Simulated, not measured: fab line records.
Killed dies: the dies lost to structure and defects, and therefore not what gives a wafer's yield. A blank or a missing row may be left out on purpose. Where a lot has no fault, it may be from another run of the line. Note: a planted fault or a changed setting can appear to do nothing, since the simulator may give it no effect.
Chamber matching | flow sky130 | 4 sister chambers for SKY_VIA2_CMP_02 on cmp-02
The step polishes SiO2. 14 wafers are shown with their chamber, then 7 later ones without.

EACH WAFER AND ITS CHAMBER
wafer  | chamber | motorCurrentA (A)
L485.2 | 0       | 13.7
L485.4 | 1       | 10.6
L485.6 | 0       | 13.3
L486.1 | 0       | 13.0
L486.2 | 3       | 13.6
L486.5 | 1       | 10.2
L487.3 | 3       | 13.3
L487.4 | 1       | 10.1
L487.6 | 2       | 10.7
L490.1 | 3       | 13.1
L490.2 | 2       | 11.1
L490.3 | 1       | 10.1
L491.3 | 0       | 13.9
L491.4 | 1       | 10.4

SIGNATURES (averages over the wafers above)
reading       | chamber 0 | chamber 1 | chamber 2 | chamber 3 | scatter within a chamber
motorCurrentA | 13.475    | 10.280    | 10.900    | 13.333    | 0.297
Rule: a wafer lies at a distance from a chamber equal to the root of the sum of squares, over the readings, of (its reading less the chamber's mean, divided by the reading's scatter). If the next closest chamber is less than 2 further off than the closest, the wafer can't be placed; otherwise it belongs to the closest. The scatter: take each reading less its chamber's mean, square it, sum over the shown wafers, divide by the number of wafers less the number of chambers, and take the root.

WAFERS WHOSE CHAMBER IS MISSING
wafer  | motorCurrentA (A)
L491.5 | 11.3
L500.4 | 10.1
L500.5 | 11.6
L500.6 | 10.2
L507.2 | 11.5
L507.4 | 10.8
L507.5 | 13.3

CHAMBER TAKEN BY EACH
wafer  | from the rows above     | in truth
L491.5 | 2                       | 2
L500.4 | 1                       | 1
L500.5 | 2                       | 2
L500.6 | 1                       | 1
L507.2 | 2                       | 2
L507.4 | can't be placed: 2 or 1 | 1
L507.5 | can't be placed: 3 or 0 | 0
5 of 7 placed correctly. From these rows, 2 cannot be placed; in 2 the true chamber is one of the candidates. Placed wrongly: 0.
